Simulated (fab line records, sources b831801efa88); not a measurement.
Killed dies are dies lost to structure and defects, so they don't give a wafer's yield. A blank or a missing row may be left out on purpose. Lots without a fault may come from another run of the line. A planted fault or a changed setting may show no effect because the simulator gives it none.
Chamber matching | flow gf180mcu | GF_V1_CMP_04 on cmp-02: 4 sister chambers
The step polishes SiO2. 8 wafers are shown with their chamber, then 6 later ones without.

WAFERS WITH THEIR CHAMBER
wafer  | chamber | motor_current_A (A) | time_to_endpoint_s (s)
L255.3 | 1       | 12.2                | 82
L255.5 | 0       | 11.9                | 94
L257.6 | 0       | 12.3                | 92
L264.3 | 2       | 12.3                | 74
L264.6 | 2       | 12.4                | 79
L271.1 | 1       | 11.6                | 77
L271.3 | 3       | 14.5                | 79
L271.5 | 3       | 14.5                | 80

WAFERS WITHOUT THEIR CHAMBER
wafer  | motor_current_A (A) | time_to_endpoint_s (s)
L273.2 | 11.8                | 84
L273.3 | 12.4                | 68
L273.6 | 11.8                | 85
L275.2 | 12.4                | 83
L275.4 | 13.3                | 82
L275.6 | 12.6                | 93

WHICH CHAMBER EACH WENT THROUGH
wafer  | from the rows above          | in truth
L273.2 | can't be placed: 1 or 2 or 0 | 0
L273.3 | can't be placed: 2 or 1      | 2
L273.6 | can't be placed: 1 or 0 or 2 | 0
L275.2 | can't be placed: 1 or 2 or 0 | 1
L275.4 | can't be placed: 2 or 3 or 1 | 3
L275.6 | 0                            | 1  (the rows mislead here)
Placed correctly: 0 of 6. Can't be placed from these rows: 5 (the true chamber is among the candidates in 5). Placed wrongly: 1.
How it was worked out, from the rows above alone: a wafer's distance from a chamber is the root of the sum, over the readings, of the square of ((its reading less the chamber's mean) divided by the reading's scatter). The wafer belongs to the nearest chamber; if the next one is less than 2 further off, it can't be placed. A chamber's mean is the mean of its shown wafers. The scatter: the root of (the sum of the squares of (reading less its chamber's mean) over the shown wafers, divided by (wafers less chambers)).
